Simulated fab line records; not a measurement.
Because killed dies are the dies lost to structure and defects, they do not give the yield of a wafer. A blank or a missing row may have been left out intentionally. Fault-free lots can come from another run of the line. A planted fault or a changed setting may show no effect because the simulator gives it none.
Matching of chambers | flow sky130 | SKY_VIA3_CMP_02 on cmp-02: 4 sister chambers
The step polishes SiO2. 4 wafers are shown with their chamber, then 8 later ones without.

== WAFERS PAIRED WITH THEIR CHAMBERS ==
wafer  | chamber | motorCurrentA (A)
L976.1 | 3       | 12.1
L981.2 | 0       | 12.4
L981.4 | 1       | 13.1
L982.1 | 2       | 13.4

== WAFERS MISSING THEIR CHAMBER ==
wafer  | motorCurrentA (A)
L982.3 | 13.0
L982.5 | 12.5
L983.1 | 13.6
L983.2 | 12.2
L983.6 | 12.6
L985.2 | 12.3
L985.3 | 12.5
L985.5 | 12.2

== CHAMBER TAKEN BY EACH ==
wafer  | from the rows above     | in truth
L982.3 | 1                       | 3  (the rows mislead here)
L982.5 | 0                       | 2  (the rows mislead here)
L983.1 | 2                       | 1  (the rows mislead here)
L983.2 | can't be placed: 3 or 0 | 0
L983.6 | 0                       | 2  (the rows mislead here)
L985.2 | can't be placed: 0 or 3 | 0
L985.3 | 0                       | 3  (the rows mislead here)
L985.5 | can't be placed: 3 or 0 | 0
0 of 8 placed correctly. Can't be placed from these rows: 3 (the true chamber is among the candidates in 3). Placed wrongly: 5.
How it was worked out, from the rows above alone: a wafer's distance from a chamber is the root of the sum, over the readings, of the square of ((its reading less the chamber's mean) divided by the reading's scatter). If the next closest chamber is less than 2 further off than the closest, the wafer can't be placed; otherwise it belongs to the closest. Each chamber's mean is taken over the wafers shown for it. The scatter: with one shown wafer a chamber, the root of the mean of the squares of how far each hidden wafer lies from its nearest shown one.
